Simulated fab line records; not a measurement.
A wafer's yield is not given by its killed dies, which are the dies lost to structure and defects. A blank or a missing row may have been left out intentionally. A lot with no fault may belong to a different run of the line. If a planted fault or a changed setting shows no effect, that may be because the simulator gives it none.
Struck lot and sound lot, side by side ; flow sky130 ; 43 steps out of a route of 708
Sound: wafers L126.1, L126.3, L126.6. Struck: wafers L142.1, L142.5. (L142.2 of the same lot was not struck and is left out.) The cause comes at the end.
At each step with rows: each side's tool, then ch and its chambers, then its first start. Under that, the readings that differ: sound wafers ; struck wafers ; difference of the means ; sigmas: that difference in standard deviations of wafers without a fault.
alike: readings with means less than 2 such deviations apart, plus words and numbers identical on both sides. not compared: withheld readings, readings lacking a value on some wafer, bounds such as >300 that could conceal the same value, and numbers that have no deviation in the record and whose values overlap.
A row with sigmas, a row that says differs or no value, or rows on one side alone: a step with any of these is where the two part. Numbers that don't overlap but have no deviation are shown without sigmas and don't part them. A reading that every wafer of one side lacks parts them only if that side has two wafers or more.

first, 1 step without rows for these wafers: SKY_LDD_P_IMPLANT_09.
SKY_LDD_P_STRIP_10: strips in O2/N2.
  sound on plasma-asher-01 ch 0,1, day 20 16:20; struck on plasma-asher-03 ch 0,1, day 26 13:01
reading;sound;struck;difference;sigmas
strip-time-to-endpoint-s (s);14.26 14.25 14.21;14.14 14.17;-0.08;-2
  alike: drypump-motor-current-A, oes-product-au
  not compared: rf-hours-counter-h
SKY_LDD_P_TW_MEAS_11:
  sound: film-metro-04 at day 20 16:26; struck: film-metro-04 at day 26 13:07
  alike: LDD_P_TW
then, 7 steps without rows for these wafers: SKY_LDD_HVN_DEHYDRATE_00 (time 60 s); SKY_LDD_HVN_HMDS_01 (prime time 60 s); SKY_LDD_HVN_COAT_02 (resist thk 300 nm); SKY_LDD_HVN_SOFTBAKE_03 (time 60 s); SKY_LDD_HVN_EXPOSE_04 (exposes mask HVNTM, target cd 700 nm); SKY_LDD_HVN_PEB_05; SKY_LDD_HVN_DEVELOP_06 (develop time 60 s).
SKY_LDD_HVN_OVL_MEAS_07:
  sound: overlay-02 at day 21 22:55; struck: overlay-02 at day 27 17:19
  alike: LDD_HVN_OVL
next, for these wafers, 1 step has no rows: SKY_LDD_HVN_IMPLANT_08.
SKY_LDD_HVN_STRIP_09: strips in O2/N2.
  sound on plasma-asher-04 ch 1, day 21 23:07; struck on plasma-asher-03 ch 1, day 27 17:31
reading;sound;struck;difference;sigmas
drypump-motor-current-A (A);4.9 4.9 4.9;6.4 6.4;+1.5;+3
  alike: oes-product-au, strip-time-to-endpoint-s
  not compared: rf-hours-counter-h
SKY_LDD_HVN_TW_MEAS_10:
  sound: film-metro-04 at day 21 23:13; struck: film-metro-02 at day 27 17:37
  alike: LDD_HVN_TW
then, 7 steps without rows for these wafers: SKY_LDD_HVP_DEHYDRATE_00 (time 60 s); SKY_LDD_HVP_HMDS_01 (prime time 60 s); SKY_LDD_HVP_COAT_02 (resist thk 300 nm); SKY_LDD_HVP_SOFTBAKE_03 (time 60 s); SKY_LDD_HVP_EXPOSE_04 (exposes mask HVPTM, target cd 700 nm); SKY_LDD_HVP_PEB_05; SKY_LDD_HVP_DEVELOP_06 (develop time 60 s).
SKY_LDD_HVP_OVL_MEAS_07:
  sound: overlay-01 at day 23 05:41; struck: overlay-01 at day 28 21:29
  alike: LDD_HVP_OVL
next, for these wafers, 1 step has no rows: SKY_LDD_HVP_IMPLANT_08.
SKY_LDD_HVP_STRIP_09: strips in O2/N2.
  sound on plasma-asher-04 ch 1, day 23 05:53; struck on plasma-asher-04 ch 0,1, day 28 21:41
  alike: drypump-motor-current-A, oes-product-au, strip-time-to-endpoint-s
  not compared: rf-hours-counter-h
SKY_LDD_HVP_TW_MEAS_10:
  sound: film-metro-04 at day 23 05:59; struck: film-metro-01 at day 28 21:47
  alike: LDD_HVP_TW
then, 7 steps without rows for these wafers: SKY_LDD_LDN_DEHYDRATE_00 (time 60 s); SKY_LDD_LDN_HMDS_01 (prime time 60 s); SKY_LDD_LDN_COAT_02 (resist thk 1140 nm); SKY_LDD_LDN_SOFTBAKE_03 (time 60 s); SKY_LDD_LDN_EXPOSE_04 (exposes mask LDNTM, target cd 700 nm); SKY_LDD_LDN_PEB_05; SKY_LDD_LDN_DEVELOP_06 (develop time 60 s).
SKY_LDD_LDN_OVL_MEAS_07:
  sound: overlay-01 at day 24 11:17; struck: overlay-02 at day 30 00:16
  alike: LDD_LDN_OVL
then, 4 steps without rows for these wafers: SKY_LDD_LDN_IMPLANT_08; SKY_LDD_LDN_IMPLANT_09; SKY_LDD_LDN_IMPLANT_10; SKY_LDD_LDN_IMPLANT_11.
SKY_LDD_LDN_STRIP_12: strips in O2/N2.
  sound on plasma-asher-02 ch 0,1, day 24 11:56; struck on plasma-asher-02 ch 0, day 30 00:55
  alike: drypump-motor-current-A, oes-product-au, strip-time-to-endpoint-s
  not compared: rf-hours-counter-h
SKY_LDD_LDN_TW_MEAS_13:
  sound: film-metro-01 at day 24 12:02; struck: film-metro-01 at day 30 01:01
  alike: LDD_LDN_TW
then, 2 steps without rows for these wafers: SKY_LDD_LDN_CLEAN_14 (cleans in SC1/SC2, time 150 s); SKY_SPACER_CVD_00 (deposits Si3N4 from DCS/NH3, target thk 43.1 nm, time 740 s).
SKY_SPACER_THK_MEAS_01:
  sound: film-metro-03 at day 24 15:16; struck: film-metro-04 at day 30 02:19
  alike: SPACER_CVD_00_THK
-- the record jumps here: 20 days lie between the struck wafers' starts before and after (it left off in module SPACER and takes up again in module PAD_OPEN, whose first step shown is number 708 of the route) --
SKY_PAD_OPEN_PROBE_99:
  only the struck wafers here have rows in the record (prober-01, day 50 10:14); the sound ones have none

WHERE THEY PART
First at SKY_LDD_P_STRIP_10; last, within this record, at SKY_PAD_OPEN_PROBE_99.

WHY: what the simulator had put in
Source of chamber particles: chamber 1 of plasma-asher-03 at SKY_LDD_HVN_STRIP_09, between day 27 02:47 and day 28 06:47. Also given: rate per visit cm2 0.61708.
